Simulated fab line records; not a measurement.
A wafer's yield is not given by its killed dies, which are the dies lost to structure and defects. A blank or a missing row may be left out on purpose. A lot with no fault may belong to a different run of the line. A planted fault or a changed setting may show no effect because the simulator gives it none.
fab line records -- flow sky130 -- part 1 of 2: steps 1 to 25 of 35
record: lots: 5, wafers: 15, last_day: 50
route steps=708 shown METAL1@448 VIA1@458
lots that met no fault: taken from a fault-free run of the same line
start_h: the number of hours between the record's first day and the start of the first shown wafer of the lot -- wait_h: how many hours have passed since the lot's step before this one -- " identical to the entry in the row above -- L1.1+2: several wafers, shown together as one row -- - no value present, or no start provided -- * or withheld: withheld -- < > ~ a bound
route shown NAME@n: names a module that has steps shown in the file, with the first one's number in the route -- usual: the fault-free wafers' mean and standard deviation -- same: alike in all rows -- chamber/n: place in a boat -- sites: readings site by site -- _std_site: the values' standard deviation -- _edge_site: inner sites' mean taken away from outer sites' mean -- radius_mm: for every site, how far away it sits from the centre of the wafer -- mask NAME#n: copy n -- behind: the most recent tool/chamber to have shaped the wafer -- hold: cause of the lot's hold/its duration in hours/its outcome -- device: the transistor (n, p or np) that didn't switch -- end of line: tests run on the same wafers once the route is complete -- step lacking rows: just its recipe -- killed: count of dies lost to structure and defects at first sort (not the wafer's yield) -- map: a wafer's dies, x killed, . not, _ none there
set.NAME: the setting the step ran with; set.NAME@STEP: the setting that earlier step ran with -- model.NAME: the simulator's own value behind a step, which no gauge read
lots seen at some steps along the route; tables by step, rows by wafer
services: the hour from which a tool's chamber was out of use, counted from the record's first day as start_h (under 0 if before that day), plus the number of hours and why
== steps ==
step: SKY_METAL1_DEVELOP_14
recipe: develop_time_s: 60, resist: KrF-thick, dev_temp_c: 21
usual: chill_plate_temp_C: 23.00/0.094
lot.wafer,tool,chamber,start_h,wait_h,chill_plate_temp_C
L076.1,litho_track-04,0,-,-,22.85
L076.4,litho_track-04,0,-,-,22.96
L076.5,litho_track-04,0,-,-,22.98
L089.2,litho_track-02,0,-,-,22.95
L089.4,litho_track-02,0,-,-,23.13
L089.6,litho_track-02,0,-,-,22.95
L091.1,litho_track-02,0,-,-,22.92
L091.2,litho_track-02,0,-,-,22.84
L091.5,litho_track-02,0,-,-,22.91
L090.1,litho_track-01,0,-,-,22.97
L090.4,litho_track-01,0,-,-,23.12
L090.6,litho_track-01,0,-,-,22.94
L097.1,litho_track-04,0,-,-,22.96
L097.2,litho_track-04,0,-,-,23.04
L097.4,litho_track-04,0,-,-,23.20
step: SKY_METAL1_CD_MEAS_15
recipe: target_cd_nm: 140
usual: cd_nm: 140.1/1.5
lot.wafer,tool,chamber,start_h,wait_h,cd_nm
L076.1,cd_sem-02,-,801.74,-,137.7
L076.4,cd_sem-02,-,801.74,-,139.4
L076.5,cd_sem-02,-,801.74,-,138.2
L089.2,cd_sem-02,-,881.41,-,141.0
L089.4,cd_sem-02,-,881.41,-,140.8
L089.6,cd_sem-02,-,881.41,-,140.9
L091.1,cd_sem-01,-,892.49,-,138.5
L091.2,cd_sem-01,-,892.49,-,137.5
L091.5,cd_sem-01,-,892.49,-,139.4
L090.1,cd_sem-02,-,892.73,-,141.1
L090.4,cd_sem-02,-,892.73,-,140.3
L090.6,cd_sem-02,-,892.73,-,139.8
L097.1,cd_sem-01,-,937.44,-,139.0
L097.2,cd_sem-01,-,937.44,-,138.1
L097.4,cd_sem-01,-,937.44,-,139.1
step: SKY_METAL1_OVL_MEAS_16
usual: METAL1_OVL: 2/5.9
lot.wafer,tool,chamber,start_h,wait_h,METAL1_OVL[nm]
L076.1,overlay-01,-,801.86,0.1,-9
L076.4,overlay-01,-,801.86,0.1,-5
L076.5,overlay-01,-,801.86,0.1,-3
L089.2,overlay-02,-,881.52,0.1,8
L089.4,overlay-02,-,881.52,0.1,1
L089.6,overlay-02,-,881.52,0.1,-2
L091.1,overlay-01,-,892.61,0.1,0
L091.2,overlay-01,-,892.61,0.1,-13
L091.5,overlay-01,-,892.61,0.1,-5
L090.1,overlay-01,-,892.85,0.1,-5
L090.4,overlay-01,-,892.85,0.1,-1
L090.6,overlay-01,-,892.85,0.1,-14
L097.1,overlay-01,-,937.56,0.1,8
L097.2,overlay-01,-,937.56,0.1,-3
L097.4,overlay-01,-,937.56,0.1,-3
step: SKY_METAL1_DESCUM_17
recipe: chemistry: O2, source_power_w: 150, bias_power_w: 0, pressure_mtorr: 10, temp_c: 40, time_s: 8
usual: drypump_motor_current_A: 5.8/0.43, he_backside_leak_sccm: 3.3/0.31, oes_product_au: 0.995/0.0096
same: bias_power_w: 0
lot.wafer,tool,chamber,start_h,wait_h,drypump_motor_current_A,he_backside_leak_sccm,oes_product_au,rf_hours_counter_h
L076.1,rie_metal-04,1,801.90,0.0,6.0,3.3,0.999,6
L076.4,rie_metal-04,1,801.90,0.0,6.0,3.2,1.007,-
L076.5,rie_metal-04,1,801.90,0.0,6.0,3.4,1.001,-
L089.2,rie_metal-04,0,881.55,0.0,6.5,3.4,1.005,15
L089.4,rie_metal-04,1,881.55,0.0,6.0,3.2,0.999,-
L089.6,rie_metal-04,0,881.55,0.0,6.5,3.5,1.013,-
L091.1,rie_metal-02,0,892.65,0.0,5.2,3.1,0.992,6
L091.2,rie_metal-02,1,892.65,0.0,5.8,4.6,1.001,0
L091.5,rie_metal-02,1,892.65,0.0,5.8,3.5,0.997,-
L090.1,rie_metal-01,0,892.88,0.0,5.5,3.3,0.988,7
L090.4,rie_metal-01,1,892.88,0.0,5.6,3.1,0.984,-
L090.6,rie_metal-01,0,892.88,0.0,5.5,3.1,0.987,-
L097.1,rie_metal-01,1,937.60,0.0,5.6,3.0,0.993,4
L097.2,rie_metal-01,0,937.60,0.0,5.5,3.1,0.996,8
L097.4,rie_metal-01,1,937.60,0.0,5.6,2.9,1.000,-
step: SKY_METAL1_ETCH_18
recipe: chemistry: N2/H2, target: BARC, ion_energy_ev: 200, bias_w: 100, pressure_mtorr: 30, n2_flow_sccm: 100, h2_flow_sccm: 200, icp_w: 500, stop_on: SiO2, time_s: 45.9, target_depth_a: 600
usual: drypump_motor_current_A: 5.8/0.43, h2_flow_sccm: 200.1/0.6, he_backside_leak_sccm: 3.23/0.19, oes_product_au: 0.855/0.0045, throttle_valve_pct: 13.226/0.009
lot.wafer,tool,chamber,start_h,wait_h,drypump_motor_current_A,h2_flow_sccm,he_backside_leak_sccm,oes_product_au,rf_hours_counter_h,throttle_valve_pct
L076.1,rie_metal-04,1,801.93,0.0,6.0,200.7,3.10,0.850,6,13.231
L076.4,rie_metal-04,1,801.93,0.0,6.0,200.4,3.26,0.850,-,13.206
L076.5,rie_metal-04,1,801.93,0.0,6.1,200.1,3.22,0.847,-,13.225
L089.2,rie_metal-04,0,881.58,0.0,6.5,199.6,3.31,0.856,15,13.232
L089.4,rie_metal-04,1,881.58,0.0,6.0,200.1,3.23,0.845,-,13.243
L089.6,rie_metal-04,0,881.58,0.0,6.6,199.7,3.32,0.849,-,13.208
L091.1,rie_metal-02,0,892.68,0.0,5.2,199.6,3.09,0.859,6,13.215
L091.2,rie_metal-02,1,892.68,0.0,5.8,200.4,3.63,0.855,0,13.216
L091.5,rie_metal-02,1,892.68,0.0,5.8,201.0,3.50,0.853,-,13.227
L090.1,rie_metal-01,0,892.92,0.0,5.5,199.8,3.42,0.848,7,13.224
L090.4,rie_metal-01,1,892.92,0.0,5.6,200.0,3.07,0.861,-,13.215
L090.6,rie_metal-01,0,892.92,0.0,5.5,199.2,3.36,0.860,-,13.231
L097.1,rie_metal-01,1,937.63,0.0,5.6,199.1,3.00,0.858,4,13.229
L097.2,rie_metal-01,0,937.63,0.0,5.5,199.9,3.17,0.854,9,13.223
L097.4,rie_metal-01,1,937.63,0.0,5.6,200.1,3.00,0.850,-,13.231
step: SKY_METAL1_METAL_ETCH_19
recipe: target_depth_a: 3600, stop_on: SiO2, over_etch_frac: 0.3, time_s: 78, chemistry: Cl2/BCl3, resist_sidewall_deg: 88, pressure_mtorr: 10, icp_w: 900, bias_w: 48.5, Cl2_flow_sccm: 60, bcl3_flow_sccm: 30
usual: drypump_motor_current_A: 5.8/0.43, he_backside_leak_sccm: 3.25/0.23, oes_product_au: 0.855/0.0061, throttle_valve_pct: 22.264/0.0089
lot.wafer,tool,chamber,start_h,wait_h,drypump_motor_current_A,he_backside_leak_sccm,oes_product_au,rf_hours_counter_h,throttle_valve_pct
L076.1,rie_metal-04,1,801.99,0.0,6.0,3.27,0.854,6,22.273
L076.4,rie_metal-04,1,801.99,0.0,6.0,3.25,0.867,-,22.267
L076.5,rie_metal-04,1,801.99,0.0,6.0,3.24,0.858,-,22.261
L089.2,rie_metal-04,0,881.64,0.0,6.5,3.31,0.840,15,22.251
L089.4,rie_metal-04,1,881.64,0.0,6.0,3.23,0.857,-,22.255
L089.6,rie_metal-04,0,881.64,0.0,6.5,3.34,0.858,-,22.276
L091.1,rie_metal-02,0,892.74,0.0,5.2,3.18,0.844,6,22.257
L091.2,rie_metal-02,1,892.74,0.0,5.8,3.23,0.858,0,22.255
L091.5,rie_metal-02,1,892.74,0.0,5.8,3.26,0.857,-,22.262
L090.1,rie_metal-01,0,892.98,0.0,5.6,3.35,0.842,7,22.261
L090.4,rie_metal-01,1,892.98,0.0,5.6,3.03,0.857,-,22.253
L090.6,rie_metal-01,0,892.98,0.0,5.5,3.19,0.862,-,22.268
L097.1,rie_metal-01,1,937.69,0.0,5.6,3.14,0.854,4,22.257
L097.2,rie_metal-01,0,937.69,0.0,5.5,3.33,0.866,9,22.268
L097.4,rie_metal-01,1,937.69,0.0,5.6,3.10,0.856,-,22.271
step: SKY_METAL1_STRIP_20
recipe: chemistry: O2/N2, power_w: 1400, pressure_mtorr: 1500, platen_temp_c: withheld, o2_flow_sccm: 3000, n2_flow_sccm: 300, overash_fraction: 0.5
usual: drypump_motor_current_A: 5.4/0.4, oes_product_au: 0.344/0.0047, strip_time_to_endpoint_s: 2.72/0.048
lot.wafer,tool,chamber,start_h,wait_h,drypump_motor_current_A,oes_product_au,rf_hours_counter_h,strip_time_to_endpoint_s
L076.1,plasma_asher-04,1,802.08,0.1,4.9,0.347,69,2.67
L076.4,plasma_asher-04,1,802.08,0.1,4.9,0.340,-,2.66
L076.5,plasma_asher-04,1,802.08,0.1,4.9,0.344,-,2.66
L089.2,plasma_asher-03,0,881.73,0.1,5.2,0.343,106,2.68
L089.4,plasma_asher-03,1,881.73,0.1,6.2,0.348,-,2.65
L089.6,plasma_asher-03,0,881.73,0.1,5.3,0.336,-,2.67
L091.1,plasma_asher-03,0,892.83,0.1,5.3,0.339,107,2.73
L091.2,plasma_asher-03,1,892.83,0.1,6.2,0.342,107,2.72
L091.5,plasma_asher-03,0,892.83,0.1,5.3,0.345,-,2.74
L090.1,plasma_asher-04,1,893.07,0.1,4.9,0.349,79,2.77
L090.4,plasma_asher-04,0,893.07,0.1,5.5,0.347,-,2.79
L090.6,plasma_asher-04,0,893.07,0.1,5.5,0.349,-,2.75
L097.1,plasma_asher-03,1,937.78,0.1,6.2,0.349,111,2.78
L097.2,plasma_asher-03,0,937.78,0.1,5.3,0.342,111,2.77
L097.4,plasma_asher-03,1,937.78,0.1,6.2,0.347,-,2.79
step: SKY_METAL1_STRIP_21
recipe: chemistry: post_etch_residue_remover, time_s: 1200, temp_c: 72.5
lot.wafer,tool,chamber,start_h,wait_h
L076.1+4+5,wet_bench-02,2,802.18,0.1
L089.2+4+6,wet_bench-02,2,881.83,0.1
L091.1+2+5,wet_bench-04,3,892.93,0.1
L090.1+4+6,wet_bench-01,0,893.17,0.1
L097.1+2+4,wet_bench-02,3,937.88,0.1
step: SKY_METAL1_CLEAN_22
recipe: chemistry: IPA, time_s: 180, temp_c: 25
lot.wafer,tool,chamber,start_h,wait_h
L076.1+4+5,wet_bench-04,2,802.52,0.0
L089.2+4+6,wet_bench-01,2,882.18,0.0
L091.1+2+5,wet_bench-02,3,893.28,0.0
L090.1+4+6,wet_bench-02,0,893.51,0.0
L097.1+2+4,wet_bench-04,2,938.23,0.0
step: SKY_METAL1_CLEAN_23
recipe: chemistry: O3/DIW, dry: n2_spin
lot.wafer,tool,chamber,start_h,wait_h
L076.1+4+5,wet_bench-01,3,802.58,0.0
L089.2+4+6,wet_bench-04,3,882.24,0.0
L091.1+2+5,wet_bench-04,0,893.33,0.0
L090.1+4+6,wet_bench-04,1,893.57,0.0
L097.1+2+4,wet_bench-02,0,938.28,0.0
step: SKY_VIA1_HDPCVD_00
recipe: material: SiO2, target_thk_nm: 1030, sigma_open_frac: 0.3, time_s: 171.7, temp_c: 400, sih4_flow_sccm: 60, pressure_mtorr: 6
lot.wafer,tool,chamber,start_h,wait_h
L076.1+4+5,hdpcvd-01,"1,2,1",802.68,0.0
L089.2+4+6,hdpcvd-01,"0,2,0",882.33,0.0
L091.1+2+5,hdpcvd-02,"1,0,2",893.43,0.0
L090.1+4+6,hdpcvd-01,"2,2,0",893.66,0.0
L097.1+2+4,hdpcvd-01,"2,1,1",938.38,0.0
step: SKY_VIA1_THK_MEAS_01
recipe: reads: SiO2_of_VIA1_HDPCVD_00
usual: VIA1_HDPCVD_THK: 1029/11
lot.wafer,tool,chamber,start_h,wait_h,VIA1_HDPCVD_THK[nm]
L076.1,film_metro-01,-,802.80,0.1,1049
L076.4,film_metro-01,-,802.80,0.1,1032
L076.5,film_metro-01,-,802.80,0.1,1027
L089.2,film_metro-03,-,882.45,0.1,1017
L089.4,film_metro-03,-,882.45,0.1,1029
L089.6,film_metro-03,-,882.45,0.1,1030
L091.1,film_metro-01,-,893.54,0.1,1024
L091.2,film_metro-01,-,893.54,0.1,1027
L091.5,film_metro-01,-,893.54,0.1,1024
L090.1,film_metro-03,-,893.77,0.1,1026
L090.4,film_metro-03,-,893.77,0.1,1023
L090.6,film_metro-03,-,893.77,0.1,1041
L097.1,film_metro-03,-,938.49,0.1,1026
L097.2,film_metro-03,-,938.49,0.1,1051
L097.4,film_metro-03,-,938.49,0.1,1038
step: SKY_VIA1_CMP_02
recipe: material: SiO2, down_force_psi: 4, platen_rpm: 60, pad_velocity_m_s: 0.94248
usual: motor_current_A: 11.6/1.2, platen_rpm: 60.00/0.04
lot.wafer,tool,chamber,start_h,wait_h,motor_current_A,platen_rpm
L076.1,cmp-02,1,802.86,0.1,11.2,60.06
L076.4,cmp-02,3,802.86,0.1,10.9,60.05
L076.5,cmp-02,2,802.86,0.1,12.3,60.02
L089.2,cmp-01,3,882.50,0.0,12.8,60.00
L089.4,cmp-01,2,882.50,0.0,13.5,60.06
L089.6,cmp-01,3,882.50,0.0,13.0,59.92
L091.2,cmp-01,3,893.65,0.1,13.0,59.97
L091.1,cmp-01,1,893.65,0.1,12.4,60.03
L091.5,cmp-01,2,893.65,0.1,12.7,59.96
L090.4,cmp-02,3,893.83,0.0,11.5,59.99
L090.1,cmp-02,1,893.83,0.0,11.7,60.07
L090.6,cmp-02,3,893.83,0.0,10.8,59.96
L097.2,cmp-01,3,938.60,0.1,13.5,60.03
L097.1,cmp-01,0,938.60,0.1,9.5,60.10
L097.4,cmp-01,1,938.60,0.1,13.2,59.97
step: SKY_VIA1_BOW_MEAS_03
recipe: mode: bow
usual: VIA1_BOW: 78/6.9
lot.wafer,tool,chamber,start_h,wait_h,VIA1_BOW[um]
L076.1,film_metro-03,-,803.16,0.2,82
L076.4,film_metro-03,-,803.16,0.2,72
L076.5,film_metro-03,-,803.16,0.2,74
L089.2,film_metro-01,-,882.82,0.3,81
L089.4,film_metro-01,-,882.82,0.3,78
L089.6,film_metro-01,-,882.82,0.3,89
L091.1,film_metro-02,-,893.90,0.1,61
L091.2,film_metro-02,-,893.90,0.1,80
L091.5,film_metro-02,-,893.90,0.1,77
L090.1,film_metro-03,-,894.13,0.1,71
L090.4,film_metro-03,-,894.13,0.1,95
L090.6,film_metro-03,-,894.13,0.1,73
L097.1,film_metro-01,-,938.85,0.1,86
L097.2,film_metro-01,-,938.85,0.1,88
L097.4,film_metro-01,-,938.85,0.1,73
step: SKY_VIA1_DEHYDRATE_04
recipe: temp_c: 200, time_s: 60
usual: chill_plate_temp_C: 23.01/0.11
lot.wafer,tool,chamber,start_h,wait_h,chill_plate_temp_C
L076.1,litho_track-04,0,816.09,12.9,23.07
L076.4,litho_track-04,0,816.09,12.9,23.04
L076.5,litho_track-04,0,816.09,12.9,23.05
L089.2,litho_track-02,0,894.47,11.6,22.86
L089.4,litho_track-02,0,894.47,11.6,23.00
L089.6,litho_track-02,0,894.47,11.6,22.99
L091.1,litho_track-02,0,905.84,11.9,22.98
L091.2,litho_track-02,0,905.84,11.9,23.03
L091.5,litho_track-02,0,905.84,11.9,23.00
L090.1,litho_track-04,0,905.99,11.8,23.06
L090.4,litho_track-04,0,905.99,11.8,23.00
L090.6,litho_track-04,0,905.99,11.8,23.02
L097.1,litho_track-04,0,950.64,11.8,23.16
L097.2,litho_track-04,0,950.64,11.8,23.32
L097.4,litho_track-04,0,950.64,11.8,23.12
step: SKY_VIA1_HMDS_05
recipe: prime_time_s: 60, prime_temp_c: 120
usual: chill_plate_temp_C: 22.98/0.11
lot.wafer,tool,chamber,start_h,wait_h,chill_plate_temp_C
L076.1,litho_track-04,0,816.24,0.1,22.99
L076.4,litho_track-04,0,816.24,0.1,23.09
L076.5,litho_track-04,0,816.24,0.1,22.90
L089.2,litho_track-02,0,894.62,0.1,23.12
L089.4,litho_track-02,0,894.62,0.1,23.07
L089.6,litho_track-02,0,894.62,0.1,23.12
L091.1,litho_track-02,0,905.99,0.1,22.97
L091.2,litho_track-02,0,905.99,0.1,22.85
L091.5,litho_track-02,0,905.99,0.1,22.84
L090.1,litho_track-04,0,906.14,0.1,22.95
L090.4,litho_track-04,0,906.14,0.1,23.01
L090.6,litho_track-04,0,906.14,0.1,23.06
L097.1,litho_track-04,0,950.79,0.1,22.80
L097.2,litho_track-04,0,950.79,0.1,22.80
L097.4,litho_track-04,0,950.79,0.1,22.93
step: SKY_VIA1_COAT_06
recipe: resist: BARC, temp_c: withheld, time_s: withheld, spin_rpm: 3000, resist_thk_nm: 60
usual: chill_plate_temp_C: *
lot.wafer,tool,chamber,start_h,wait_h,chill_plate_temp_C
L076.1,litho_track-04,0,816.39,0.1,*
L076.4,litho_track-04,0,816.39,0.1,*
L076.5,litho_track-04,0,816.39,0.1,*
L089.2,litho_track-02,0,894.77,0.1,*
L089.4,litho_track-02,0,894.77,0.1,*
L089.6,litho_track-02,0,894.77,0.1,*
L091.1,litho_track-02,0,906.14,0.1,*
L091.2,litho_track-02,0,906.14,0.1,*
L091.5,litho_track-02,0,906.14,0.1,*
L090.1,litho_track-04,0,906.29,0.1,*
L090.4,litho_track-04,0,906.29,0.1,*
L090.6,litho_track-04,0,906.29,0.1,*
L097.1,litho_track-04,0,950.94,0.1,*
L097.2,litho_track-04,0,950.94,0.1,*
L097.4,litho_track-04,0,950.94,0.1,*
step: SKY_VIA1_COAT_07
recipe: resist: KrF-thick, spin_rpm: 3000, resist_thk_nm: 450
usual: chill_plate_temp_C: 22.99/0.12
lot.wafer,tool,chamber,start_h,wait_h,chill_plate_temp_C
L076.1,litho_track-04,0,-,-,22.79
L076.4,litho_track-04,0,-,-,22.86
L076.5,litho_track-04,0,-,-,22.59
L089.2,litho_track-02,0,-,-,22.99
L089.4,litho_track-02,0,-,-,23.00
L089.6,litho_track-02,0,-,-,22.92
L091.1,litho_track-02,0,-,-,22.77
L091.2,litho_track-02,0,-,-,22.90
L091.5,litho_track-02,0,-,-,22.75
L090.1,litho_track-04,0,-,-,22.93
L090.4,litho_track-04,0,-,-,22.91
L090.6,litho_track-04,0,-,-,23.02
L097.1,litho_track-04,0,-,-,23.04
L097.2,litho_track-04,0,-,-,23.00
L097.4,litho_track-04,0,-,-,23.05
step: SKY_VIA1_SOFTBAKE_08
recipe: temp_c: 100, time_s: 90, resist: KrF-thick
usual: chill_plate_temp_C: 23.00/0.11
lot.wafer,tool,chamber,start_h,wait_h,chill_plate_temp_C
L076.1,litho_track-04,0,-,-,22.87
L076.4,litho_track-04,0,-,-,22.95
L076.5,litho_track-04,0,-,-,22.78
L089.2,litho_track-02,0,-,-,22.87
L089.4,litho_track-02,0,-,-,22.88
L089.6,litho_track-02,0,-,-,22.90
L091.1,litho_track-02,0,-,-,23.04
L091.2,litho_track-02,0,-,-,22.87
L091.5,litho_track-02,0,-,-,22.99
L090.1,litho_track-04,0,-,-,23.20
L090.4,litho_track-04,0,-,-,23.06
L090.6,litho_track-04,0,-,-,23.16
L097.1,litho_track-04,0,-,-,22.89
L097.2,litho_track-04,0,-,-,23.03
L097.4,litho_track-04,0,-,-,22.90
step: SKY_VIA1_EXPOSE_09
recipe: mask_id: VIM, na: 0.8, source_shape: annular, sigma_inner: 0.55, sigma_outer: 0.85, target_cd_nm: 150, dose_mj: 38
lot.wafer,tool,chamber,start_h,wait_h,mask
L076.1+4+5,krf_scanner-02,0,-,-,VIM#0
L089.2+4+6,krf_scanner-01,0,-,-,VIM#0
L091.1+2+5,krf_scanner-01,0,-,-,VIM#0
L090.1+4+6,krf_scanner-02,0,-,-,VIM#0
L097.1+2+4,krf_scanner-02,0,-,-,VIM#0
step: SKY_VIA1_PEB_10
recipe: peb_temp_c: withheld, peb_time_s: withheld, resist: KrF-thick
usual: chill_plate_temp_C: *
lot.wafer,tool,chamber,start_h,wait_h,chill_plate_temp_C
L076.1,litho_track-02,0,-,-,*
L076.4,litho_track-02,0,-,-,*
L076.5,litho_track-02,0,-,-,*
L089.2,litho_track-04,0,-,-,*
L089.4,litho_track-04,0,-,-,*
L089.6,litho_track-04,0,-,-,*
L091.1,litho_track-03,0,-,-,*
L091.2,litho_track-03,0,-,-,*
L091.5,litho_track-03,0,-,-,*
L090.1,litho_track-02,0,-,-,*
L090.4,litho_track-02,0,-,-,*
L090.6,litho_track-02,0,-,-,*
L097.1,litho_track-03,0,-,-,*
L097.2,litho_track-03,0,-,-,*
L097.4,litho_track-03,0,-,-,*
step: SKY_VIA1_DEVELOP_11
recipe: develop_time_s: 60, resist: KrF-thick, dev_temp_c: 21
usual: chill_plate_temp_C: 23.02/0.11
lot.wafer,tool,chamber,start_h,wait_h,chill_plate_temp_C
L076.1,litho_track-02,0,-,-,22.98
L076.4,litho_track-02,0,-,-,22.90
L076.5,litho_track-02,0,-,-,22.98
L089.2,litho_track-04,0,-,-,22.96
L089.4,litho_track-04,0,-,-,23.11
L089.6,litho_track-04,0,-,-,22.84
L091.1,litho_track-03,0,-,-,22.96
L091.2,litho_track-03,0,-,-,23.00
L091.5,litho_track-03,0,-,-,22.98
L090.1,litho_track-02,0,-,-,23.04
L090.4,litho_track-02,0,-,-,23.01
L090.6,litho_track-02,0,-,-,23.03
L097.1,litho_track-03,0,-,-,23.07
L097.2,litho_track-03,0,-,-,23.17
L097.4,litho_track-03,0,-,-,23.09
step: SKY_VIA1_CD_MEAS_12
recipe: target_cd_nm: 150
usual: cd_nm: 149.9/1.6
lot.wafer,tool,chamber,start_h,wait_h,cd_nm
L076.1,cd_sem-01,-,829.94,-,152.8
L076.4,cd_sem-01,-,829.94,-,151.5
L076.5,cd_sem-01,-,829.94,-,151.4
L089.2,cd_sem-01,-,908.12,-,149.5
L089.4,cd_sem-01,-,908.12,-,151.4
L089.6,cd_sem-01,-,908.12,-,149.4
L091.1,cd_sem-01,-,918.16,-,152.9
L091.2,cd_sem-01,-,918.16,-,152.8
L091.5,cd_sem-01,-,918.16,-,152.7
L090.1,cd_sem-02,-,918.49,-,151.2
L090.4,cd_sem-02,-,918.49,-,152.4
L090.6,cd_sem-02,-,918.49,-,151.3
L097.1,cd_sem-01,-,963.71,-,151.1
L097.2,cd_sem-01,-,963.71,-,150.2
L097.4,cd_sem-01,-,963.71,-,150.5
step: SKY_VIA1_OVL_MEAS_13
usual: VIA1_OVL: 2/6
lot.wafer,tool,chamber,start_h,wait_h,VIA1_OVL[nm]
L076.1,overlay-01,-,830.06,0.1,12
L076.4,overlay-01,-,830.06,0.1,-3
L076.5,overlay-01,-,830.06,0.1,2
L089.2,overlay-01,-,908.22,0.1,3
L089.4,overlay-01,-,908.22,0.1,3
L089.6,overlay-01,-,908.22,0.1,5
L091.1,overlay-01,-,918.30,0.1,6
L091.2,overlay-01,-,918.30,0.1,3
L091.5,overlay-01,-,918.30,0.1,8
L090.1,overlay-01,-,918.61,0.1,2
L090.4,overlay-01,-,918.61,0.1,5
L090.6,overlay-01,-,918.61,0.1,6
L097.1,overlay-02,-,963.83,0.1,-4
L097.2,overlay-02,-,963.83,0.1,-3
L097.4,overlay-02,-,963.83,0.1,1
step: SKY_VIA1_ETCH_14
recipe: chemistry: N2/H2, target: BARC, ion_energy_ev: 200, source_w: 500, bias_w: 100, pressure_mtorr: 30, n2_flow_sccm: 100, h2_flow_sccm: 200, stop_on: SiO2, time_s: 45.9, target_depth_a: 600
usual: drypump_motor_current_A: 5.7/0.35, h2_flow_sccm: 200.0/0.59, oes_product_au: 0.856/0.0046, throttle_valve_pct: 13.226/0.0092
lot.wafer,tool,chamber,start_h,wait_h,drypump_motor_current_A,h2_flow_sccm,oes_product_au,rf_hours_counter_h,throttle_valve_pct
L076.1,rie_diel-03,1,830.10,0.0,5.7,199.9,0.858,8,13.232
L076.4,rie_diel-03,0,830.10,0.0,5.3,199.7,0.853,16,13.227
L076.5,rie_diel-03,0,830.10,0.0,5.3,199.6,0.857,-,13.237
L089.2,rie_diel-03,3,908.25,0.0,6.2,199.1,0.852,11,13.227
L089.4,rie_diel-03,1,908.25,0.0,5.7,201.0,0.851,9,13.238
L089.6,rie_diel-03,1,908.25,0.0,5.7,200.3,0.859,-,13.222
L091.1,rie_diel-02,3,918.34,0.0,5.8,201.0,0.864,3,13.198
L091.2,rie_diel-02,0,918.34,0.0,5.1,199.4,0.848,18,13.244
L091.5,rie_diel-02,3,918.34,0.0,5.8,199.4,0.848,-,13.237
L090.1,rie_diel-04,0,918.65,0.0,5.8,198.6,0.859,15,13.223
L090.4,rie_diel-04,1,918.65,0.0,5.2,200.2,0.853,11,13.239
L090.6,rie_diel-04,1,918.65,0.0,5.2,200.0,0.855,-,13.225
L097.1,rie_diel-03,0,963.87,0.0,5.3,199.7,0.857,19,13.225
L097.2,rie_diel-03,2,963.87,0.0,6.2,200.4,0.860,10,13.221
L097.4,rie_diel-03,3,963.87,0.0,6.2,200.2,0.858,12,13.217
